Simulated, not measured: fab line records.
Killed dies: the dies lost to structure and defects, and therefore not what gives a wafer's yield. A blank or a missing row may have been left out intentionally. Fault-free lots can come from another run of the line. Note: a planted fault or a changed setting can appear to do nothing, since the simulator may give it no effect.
fab line records / flow gf180mcu
[record] lots = 6 wafers = 18 last_day = 34
route steps=602 shown PSD@263 SAB@264
lots that met no fault: from a run of the same line without faults
start_h: start of the lot's first displayed wafer, in hours after the record's first day / wait_h: hours since the lot's step before / " unchanged from the row above / L1.1+2: one row covering several wafers at once / - value missing, or start not given / * or withheld: withheld / < > ~ a bound
route shown NAME@n: NAME is a module with steps in the file, n the number in the route of the first one / usual: mean/standard deviation taken from wafers without a fault / same: alike in all rows / chamber/n: place in a boat / sites: each site's reading / _std_site: their standard deviation / _edge_site: inner sites' mean taken away from outer sites' mean / radius_mm: for every site, how far away it sits from the centre of the wafer / mask NAME#n: copy n / behind: tool/chamber where the wafer was last shaped / hold: what put the lot on hold/how long, in hours/how the hold closed / device: whichever transistor did not switch (one of n, p or np) / end of line: at the end of the route, the tests of the same wafers / a step without rows: its recipe alone / killed: at the first sort, the dies lost to defects and structure; wafer yield is something else / map: shows each die of a wafer: x if killed, . if not, _ if none is there
set.NAME: setting as actually run; set.NAME@STEP: the setting as run at that earlier step / model.NAME: the simulator's own value behind a step, which no gauge read
certain route steps with their lots: each step a table, each wafer a row
services: from which hour (start_h, from the record's first day; less than 0 if before it) a tool's chamber was out of use, for how many hours, and why
[[steps]]
[step GF_PSD_RS_MEAS_15]
[recipe] thk_meas_gauge = four-point-probe
[usual] PSD_RS = 108.44/0.26
lot.wafer=L890.1 tool=film_metro-03 chamber=- start_h=405.80 wait_h=0.1 PSD_RS[ohm/sq]=108.58
lot.wafer=L890.3 tool=film_metro-03 chamber=- start_h=405.80 wait_h=0.1 PSD_RS[ohm/sq]=108.61
lot.wafer=L890.5 tool=film_metro-03 chamber=- start_h=405.80 wait_h=0.1 PSD_RS[ohm/sq]=108.62
lot.wafer=L894.2 tool=film_metro-02 chamber=- start_h=436.17 wait_h=0.1 PSD_RS[ohm/sq]=108.24
lot.wafer=L894.4 tool=film_metro-02 chamber=- start_h=436.17 wait_h=0.1 PSD_RS[ohm/sq]=108.26
lot.wafer=L894.6 tool=film_metro-02 chamber=- start_h=436.17 wait_h=0.1 PSD_RS[ohm/sq]=108.41
lot.wafer=L896.2 tool=film_metro-03 chamber=- start_h=446.38 wait_h=0.1 PSD_RS[ohm/sq]=108.49
lot.wafer=L896.4 tool=film_metro-03 chamber=- start_h=446.38 wait_h=0.1 PSD_RS[ohm/sq]=108.14
lot.wafer=L896.5 tool=film_metro-03 chamber=- start_h=446.38 wait_h=0.1 PSD_RS[ohm/sq]=108.77
lot.wafer=L900.1 tool=film_metro-04 chamber=- start_h=483.07 wait_h=0.1 PSD_RS[ohm/sq]=109.17
lot.wafer=L900.4 tool=film_metro-04 chamber=- start_h=483.07 wait_h=0.1 PSD_RS[ohm/sq]=108.63
lot.wafer=L900.5 tool=film_metro-04 chamber=- start_h=483.07 wait_h=0.1 PSD_RS[ohm/sq]=108.61
lot.wafer=L902.2 tool=film_metro-04 chamber=- start_h=503.27 wait_h=0.1 PSD_RS[ohm/sq]=108.56
lot.wafer=L902.3 tool=film_metro-04 chamber=- start_h=503.27 wait_h=0.1 PSD_RS[ohm/sq]=108.43
lot.wafer=L902.6 tool=film_metro-04 chamber=- start_h=503.27 wait_h=0.1 PSD_RS[ohm/sq]=108.34
lot.wafer=L903.2 tool=film_metro-04 chamber=- start_h=506.14 wait_h=0.1 PSD_RS[ohm/sq]=108.31
lot.wafer=L903.3 tool=film_metro-04 chamber=- start_h=506.14 wait_h=0.1 PSD_RS[ohm/sq]=108.56
lot.wafer=L903.4 tool=film_metro-04 chamber=- start_h=506.14 wait_h=0.1 PSD_RS[ohm/sq]=108.53
[step GF_SAB_CVD_00]
[recipe] material = SiO2 target_thk_nm = 50 precursor = TEOS temp_c = 400 time_s = 4.9302 rf_w = 600
[usual] heater_power_w = 731/150
lot.wafer=L890.1 tool=pecvd-03 chamber=0 start_h=405.92 wait_h=0.1 heater_power_w=499
lot.wafer=L890.3 tool=pecvd-03 chamber=1 start_h=405.92 wait_h=0.1 heater_power_w=833
lot.wafer=L890.5 tool=pecvd-03 chamber=1 start_h=405.92 wait_h=0.1 heater_power_w=838
lot.wafer=L894.2 tool=pecvd-02 chamber=2 start_h=436.27 wait_h=0.1 heater_power_w=722
lot.wafer=L894.4 tool=pecvd-02 chamber=1 start_h=436.27 wait_h=0.1 heater_power_w=836
lot.wafer=L894.6 tool=pecvd-02 chamber=0 start_h=436.27 wait_h=0.1 heater_power_w=777
lot.wafer=L896.2 tool=pecvd-01 chamber=2 start_h=446.48 wait_h=0.1 heater_power_w=625
lot.wafer=L896.4 tool=pecvd-01 chamber=0 start_h=446.48 wait_h=0.1 heater_power_w=450
lot.wafer=L896.5 tool=pecvd-01 chamber=1 start_h=446.48 wait_h=0.1 heater_power_w=906
lot.wafer=L900.1 tool=pecvd-02 chamber=1 start_h=483.19 wait_h=0.1 heater_power_w=909
lot.wafer=L900.4 tool=pecvd-02 chamber=0 start_h=483.19 wait_h=0.1 heater_power_w=633
lot.wafer=L900.5 tool=pecvd-02 chamber=1 start_h=483.19 wait_h=0.1 heater_power_w=891
lot.wafer=L902.2 tool=pecvd-03 chamber=2 start_h=503.37 wait_h=0.1 heater_power_w=948
lot.wafer=L902.3 tool=pecvd-03 chamber=1 start_h=503.37 wait_h=0.1 heater_power_w=829
lot.wafer=L902.6 tool=pecvd-03 chamber=1 start_h=503.37 wait_h=0.1 heater_power_w=835
lot.wafer=L903.2 tool=pecvd-02 chamber=0 start_h=506.24 wait_h=0.1 heater_power_w=755
lot.wafer=L903.3 tool=pecvd-02 chamber=1 start_h=506.24 wait_h=0.1 heater_power_w=766
lot.wafer=L903.4 tool=pecvd-02 chamber=1 start_h=506.24 wait_h=0.1 heater_power_w=797
[step GF_SAB_THK_MEAS_01]
[recipe] reads = SiO2_of_SAB_CVD_00
[usual] SAB_CVD_00_THK = 50.1/0.8
lot.wafer=L890.1 tool=film_metro-04 chamber=- start_h=405.94 wait_h=0.0 SAB_CVD_00_THK[nm]=50.4
lot.wafer=L890.3 tool=film_metro-04 chamber=- start_h=405.94 wait_h=0.0 SAB_CVD_00_THK[nm]=51.0
lot.wafer=L890.5 tool=film_metro-04 chamber=- start_h=405.94 wait_h=0.0 SAB_CVD_00_THK[nm]=51.7
lot.wafer=L894.2 tool=film_metro-01 chamber=- start_h=436.30 wait_h=0.0 SAB_CVD_00_THK[nm]=49.9
lot.wafer=L894.4 tool=film_metro-01 chamber=- start_h=436.30 wait_h=0.0 SAB_CVD_00_THK[nm]=50.6
lot.wafer=L894.6 tool=film_metro-01 chamber=- start_h=436.30 wait_h=0.0 SAB_CVD_00_THK[nm]=51.1
lot.wafer=L896.2 tool=film_metro-01 chamber=- start_h=446.52 wait_h=0.0 SAB_CVD_00_THK[nm]=48.8
lot.wafer=L896.4 tool=film_metro-01 chamber=- start_h=446.52 wait_h=0.0 SAB_CVD_00_THK[nm]=49.3
lot.wafer=L896.5 tool=film_metro-01 chamber=- start_h=446.52 wait_h=0.0 SAB_CVD_00_THK[nm]=50.2
lot.wafer=L900.1 tool=film_metro-01 chamber=- start_h=483.21 wait_h=0.0 SAB_CVD_00_THK[nm]=49.6
lot.wafer=L900.4 tool=film_metro-01 chamber=- start_h=483.21 wait_h=0.0 SAB_CVD_00_THK[nm]=49.8
lot.wafer=L900.5 tool=film_metro-01 chamber=- start_h=483.21 wait_h=0.0 SAB_CVD_00_THK[nm]=50.3
lot.wafer=L902.2 tool=film_metro-04 chamber=- start_h=503.40 wait_h=0.0 SAB_CVD_00_THK[nm]=49.8
lot.wafer=L902.3 tool=film_metro-04 chamber=- start_h=503.40 wait_h=0.0 SAB_CVD_00_THK[nm]=50.2
lot.wafer=L902.6 tool=film_metro-04 chamber=- start_h=503.40 wait_h=0.0 SAB_CVD_00_THK[nm]=51.5
lot.wafer=L903.2 tool=film_metro-01 chamber=- start_h=506.27 wait_h=0.0 SAB_CVD_00_THK[nm]=49.4
lot.wafer=L903.3 tool=film_metro-01 chamber=- start_h=506.27 wait_h=0.0 SAB_CVD_00_THK[nm]=49.3
lot.wafer=L903.4 tool=film_metro-01 chamber=- start_h=506.27 wait_h=0.0 SAB_CVD_00_THK[nm]=50.6
[step GF_SAB_DEHYDRATE_02]
[recipe] temp_c = 200 time_s = 60
[step GF_SAB_HMDS_03]
[recipe] prime_time_s = 60 prime_temp_c = 120
[step GF_SAB_COAT_04]
[recipe] resist = NOVOLAK spin_rpm = 3000 resist_thk_nm = 1000
[step GF_SAB_SOFTBAKE_05]
[recipe] temp_c = 90 time_s = 60 resist = NOVOLAK
[step GF_SAB_EXPOSE_06]
[recipe] mask_id = SAB target_cd_nm = 420 na = 0.6 source_shape = conventional sigma_outer = 0.6 dose_mj = 140
[step GF_SAB_PEB_07]
[recipe] temp_c = withheld time_s = * resist = NOVOLAK
[step GF_SAB_DEVELOP_08]
[recipe] develop_time_s = 60 dev_temp_c = 23
[step GF_SAB_CD_MEAS_09]
[recipe] target_cd_nm = 420
[usual] cd_nm = 420.5/2.3
lot.wafer=L890.1 tool=cd_sem-01 chamber=- start_h=429.20 wait_h=0.1 cd_nm=420.2
lot.wafer=L890.3 tool=cd_sem-01 chamber=- start_h=429.20 wait_h=0.1 cd_nm=419.9
lot.wafer=L890.5 tool=cd_sem-01 chamber=- start_h=429.20 wait_h=0.1 cd_nm=419.2
lot.wafer=L894.2 tool=cd_sem-01 chamber=- start_h=460.95 wait_h=0.1 cd_nm=423.9
lot.wafer=L894.4 tool=cd_sem-01 chamber=- start_h=460.95 wait_h=0.1 cd_nm=424.6
lot.wafer=L894.6 tool=cd_sem-01 chamber=- start_h=460.95 wait_h=0.1 cd_nm=423.4
lot.wafer=L896.2 tool=cd_sem-02 chamber=- start_h=470.32 wait_h=0.1 cd_nm=422.7
lot.wafer=L896.4 tool=cd_sem-02 chamber=- start_h=470.32 wait_h=0.1 cd_nm=421.5
lot.wafer=L896.5 tool=cd_sem-02 chamber=- start_h=470.32 wait_h=0.1 cd_nm=421.8
lot.wafer=L900.1 tool=cd_sem-01 chamber=- start_h=506.55 wait_h=0.1 cd_nm=419.5
lot.wafer=L900.4 tool=cd_sem-01 chamber=- start_h=506.55 wait_h=0.1 cd_nm=423.2
lot.wafer=L900.5 tool=cd_sem-01 chamber=- start_h=506.55 wait_h=0.1 cd_nm=422.4
lot.wafer=L902.2 tool=cd_sem-01 chamber=- start_h=526.80 wait_h=0.1 cd_nm=421.8
lot.wafer=L902.3 tool=cd_sem-01 chamber=- start_h=526.80 wait_h=0.1 cd_nm=421.0
lot.wafer=L902.6 tool=cd_sem-01 chamber=- start_h=526.80 wait_h=0.1 cd_nm=422.2
lot.wafer=L903.2 tool=cd_sem-02 chamber=- start_h=528.97 wait_h=0.1 cd_nm=415.3
lot.wafer=L903.3 tool=cd_sem-02 chamber=- start_h=528.97 wait_h=0.1 cd_nm=415.3
lot.wafer=L903.4 tool=cd_sem-02 chamber=- start_h=528.97 wait_h=0.1 cd_nm=415.4
[step GF_SAB_OVL_MEAS_10]
[usual] SAB_OVL = -0.5/1.4
lot.wafer=L890.1 tool=overlay-02 chamber=- start_h=429.32 wait_h=0.1 SAB_OVL[nm]=-0.6
lot.wafer=L890.3 tool=overlay-02 chamber=- start_h=429.32 wait_h=0.1 SAB_OVL[nm]=-0.6
lot.wafer=L890.5 tool=overlay-02 chamber=- start_h=429.32 wait_h=0.1 SAB_OVL[nm]=-2.3
lot.wafer=L894.2 tool=overlay-02 chamber=- start_h=461.06 wait_h=0.1 SAB_OVL[nm]=-1.7
lot.wafer=L894.4 tool=overlay-02 chamber=- start_h=461.06 wait_h=0.1 SAB_OVL[nm]=-0.9
lot.wafer=L894.6 tool=overlay-02 chamber=- start_h=461.06 wait_h=0.1 SAB_OVL[nm]=-2.6
lot.wafer=L896.2 tool=overlay-02 chamber=- start_h=470.42 wait_h=0.1 SAB_OVL[nm]=-1.5
lot.wafer=L896.4 tool=overlay-02 chamber=- start_h=470.42 wait_h=0.1 SAB_OVL[nm]=0.7
lot.wafer=L896.5 tool=overlay-02 chamber=- start_h=470.42 wait_h=0.1 SAB_OVL[nm]=0.1
lot.wafer=L900.1 tool=overlay-02 chamber=- start_h=506.67 wait_h=0.1 SAB_OVL[nm]=1.2
lot.wafer=L900.4 tool=overlay-02 chamber=- start_h=506.67 wait_h=0.1 SAB_OVL[nm]=1.8
lot.wafer=L900.5 tool=overlay-02 chamber=- start_h=506.67 wait_h=0.1 SAB_OVL[nm]=2.3
lot.wafer=L902.2 tool=overlay-02 chamber=- start_h=526.91 wait_h=0.1 SAB_OVL[nm]=-0.5
lot.wafer=L902.3 tool=overlay-02 chamber=- start_h=526.91 wait_h=0.1 SAB_OVL[nm]=-0.7
lot.wafer=L902.6 tool=overlay-02 chamber=- start_h=526.91 wait_h=0.1 SAB_OVL[nm]=-0.8
lot.wafer=L903.2 tool=overlay-02 chamber=- start_h=529.07 wait_h=0.1 SAB_OVL[nm]=1.4
lot.wafer=L903.3 tool=overlay-02 chamber=- start_h=529.07 wait_h=0.1 SAB_OVL[nm]=0.9
lot.wafer=L903.4 tool=overlay-02 chamber=- start_h=529.07 wait_h=0.1 SAB_OVL[nm]=0.0
[step GF_SAB_ETCH_11]
[recipe] chemistry = C4F8/O2/Ar mask_material = NOVOLAK target = SiO2 target_depth_nm = 55 source_w = 1500 bias_w = 1200 pressure_mtorr = 40 c4f8_flow_sccm = withheld O2_flow_sccm = 6 Ar_flow_sccm = 300 time_s = 8.5
[usual] oes_product_au = 1.003/0.011 rf_fwd_power_W = 1472/8.2
lot.wafer=L890.1 tool=rie_diel-04 chamber=0 start_h=429.36 wait_h=0.0 oes_product_au=0.988 rf_fwd_power_W=1468 rf_hours_counter_h=22 model.etch.depth_nm=54.56 model.SAB.feature_depth_nm=54.56
lot.wafer=L890.3 tool=rie_diel-04 chamber=1 start_h=429.36 wait_h=0.0 oes_product_au=0.992 rf_fwd_power_W=1468 rf_hours_counter_h=8 model.etch.depth_nm=54.71 model.SAB.feature_depth_nm=54.71
lot.wafer=L890.5 tool=rie_diel-04 chamber=0 start_h=429.36 wait_h=0.0 oes_product_au=0.998 rf_fwd_power_W=1469 rf_hours_counter_h=- model.etch.depth_nm=54.58 model.SAB.feature_depth_nm=54.58
lot.wafer=L894.2 tool=rie_diel-04 chamber=3 start_h=461.09 wait_h=0.0 oes_product_au=1.005 rf_fwd_power_W=1482 rf_hours_counter_h=18 model.etch.depth_nm=55.44 model.SAB.feature_depth_nm=55.44
lot.wafer=L894.4 tool=rie_diel-04 chamber=1 start_h=461.09 wait_h=0.0 oes_product_au=0.956 rf_fwd_power_W=1227 rf_hours_counter_h=9 model.etch.depth_nm=51.05 model.SAB.feature_depth_nm=51.05
lot.wafer=L894.6 tool=rie_diel-04 chamber=2 start_h=461.09 wait_h=0.0 oes_product_au=0.997 rf_fwd_power_W=1477 rf_hours_counter_h=- model.etch.depth_nm=54.59 model.SAB.feature_depth_nm=54.59
lot.wafer=L896.2 tool=rie_diel-04 chamber=3 start_h=470.45 wait_h=0.0 oes_product_au=1.002 rf_fwd_power_W=1481 rf_hours_counter_h=18 model.etch.depth_nm=55.47 model.SAB.feature_depth_nm=55.47
lot.wafer=L896.4 tool=rie_diel-04 chamber=2 start_h=470.45 wait_h=0.0 oes_product_au=0.991 rf_fwd_power_W=1473 rf_hours_counter_h=63 model.etch.depth_nm=54.52 model.SAB.feature_depth_nm=54.52
lot.wafer=L896.5 tool=rie_diel-04 chamber=1 start_h=470.45 wait_h=0.0 oes_product_au=0.956 rf_fwd_power_W=1228 rf_hours_counter_h=- model.etch.depth_nm=51.34 model.SAB.feature_depth_nm=51.34
lot.wafer=L900.1 tool=rie_diel-01 chamber=3 start_h=506.70 wait_h=0.0 oes_product_au=1.003 rf_fwd_power_W=1469 rf_hours_counter_h=4 model.etch.depth_nm=55.37 model.SAB.feature_depth_nm=55.37
lot.wafer=L900.4 tool=rie_diel-01 chamber=2 start_h=506.70 wait_h=0.0 oes_product_au=1.025 rf_fwd_power_W=1468 rf_hours_counter_h=13 model.etch.depth_nm=56.71 model.SAB.feature_depth_nm=56.71
lot.wafer=L900.5 tool=rie_diel-01 chamber=3 start_h=506.70 wait_h=0.0 oes_product_au=1.002 rf_fwd_power_W=1472 rf_hours_counter_h=- model.etch.depth_nm=55.46 model.SAB.feature_depth_nm=55.46
lot.wafer=L902.2 tool=rie_diel-03 chamber=1 start_h=526.94 wait_h=0.0 oes_product_au=1.003 rf_fwd_power_W=1463 rf_hours_counter_h=5 model.etch.depth_nm=54.98 model.SAB.feature_depth_nm=54.98
lot.wafer=L902.3 tool=rie_diel-03 chamber=0 start_h=526.94 wait_h=0.0 oes_product_au=1.017 rf_fwd_power_W=1479 rf_hours_counter_h=3 model.etch.depth_nm=55.85 model.SAB.feature_depth_nm=55.85
lot.wafer=L902.6 tool=rie_diel-03 chamber=1 start_h=526.94 wait_h=0.0 oes_product_au=1.013 rf_fwd_power_W=1468 rf_hours_counter_h=- model.etch.depth_nm=55.61 model.SAB.feature_depth_nm=55.61
lot.wafer=L903.2 tool=rie_diel-01 chamber=2 start_h=529.10 wait_h=0.0 oes_product_au=1.013 rf_fwd_power_W=1473 rf_hours_counter_h=14 model.etch.depth_nm=56.44 model.SAB.feature_depth_nm=56.44
lot.wafer=L903.3 tool=rie_diel-01 chamber=0 start_h=529.10 wait_h=0.0 oes_product_au=1.003 rf_fwd_power_W=1479 rf_hours_counter_h=38 model.etch.depth_nm=55.68 model.SAB.feature_depth_nm=55.68
lot.wafer=L903.4 tool=rie_diel-01 chamber=1 start_h=529.10 wait_h=0.0 oes_product_au=0.992 rf_fwd_power_W=1469 rf_hours_counter_h=18 model.etch.depth_nm=53.8 model.SAB.feature_depth_nm=53.8
[step GF_SAB_WET_ETCH_12]
[recipe] chemistry = dHF target_depth_nm = 22 dry = n2_spin target = SiO2 temp_c = 25 dilution = 100:1 time_s = 440
[[services]]
tool=pecvd-03 chamber=0 start_h=382.88 hours=- kind=clean
tool=pecvd-03 chamber=1 start_h=382.88 hours=- kind=clean
tool=pecvd-03 chamber=2 start_h=382.88 hours=- kind=clean
tool=pecvd-01 chamber=2 start_h=383.19 hours=17.7 kind=repair
tool=pecvd-03 chamber=- start_h=384.74 hours=2.8 kind=repair
tool=rie_diel-03 chamber=0 start_h=409.98 hours=- kind=clean
tool=rie_diel-03 chamber=0 start_h=409.98 hours=14.9 kind=scheduled_down
tool=rie_diel-03 chamber=0 start_h=409.98 hours=14.9 kind=vent_cycle
tool=pecvd-02 chamber=- start_h=425.55 hours=2.8 kind=pm
tool=rie_diel-04 chamber=- start_h=439.51 hours=1.0 kind=repair
tool=pecvd-02 chamber=- start_h=446.03 hours=1.7 kind=repair
tool=rie_diel-03 chamber=0 start_h=456.12 hours=9.7 kind=repair
tool=rie_diel-04 chamber=3 start_h=491.70 hours=9.1 kind=repair
tool=pecvd-03 chamber=1 start_h=494.81 hours=6.2 kind=repair
tool=rie_diel-01 chamber=1 start_h=507.96 hours=3.5 kind=repair
tool=rie_diel-04 chamber=- start_h=527.56 hours=0.1 kind=repair
[[key]]
[first_sign] step = GF_SAB_ETCH_11 reading = rf_fwd_power_W direction = down sigmas = 30 usual = 1472 struck = 1227
[effect] step = GF_SAB_ETCH_11 reading = oes_product_au direction = down sigmas = 4.1 usual = 1.003 struck = 0.956
[model_effect] step = GF_SAB_ETCH_11 value = etch.depth_nm without = 54.79 struck = 51.19
met_at GF_SAB_ETCH_11
struck_wafers L894.4,L896.5
tester_left_out L894,L896
onset_between 429.36 461.09
[fault] kind = process_parameter_drift tool = rie_diel-04 chamber = 1 onset_h = 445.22 steps = GF_SAB_ETCH_11 channel = source_w offset = -240 shape = step end_h = 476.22 acts_in = these_recipes_only stated = 1500
// tester_left_out: of these lots the tester's yield and bins aren't shown, on N5 and GAA mostly nor the transistor test; their killed dies are dies lost to structure and defects alone, not to doping, threshold or leakage, so they don't give the yield
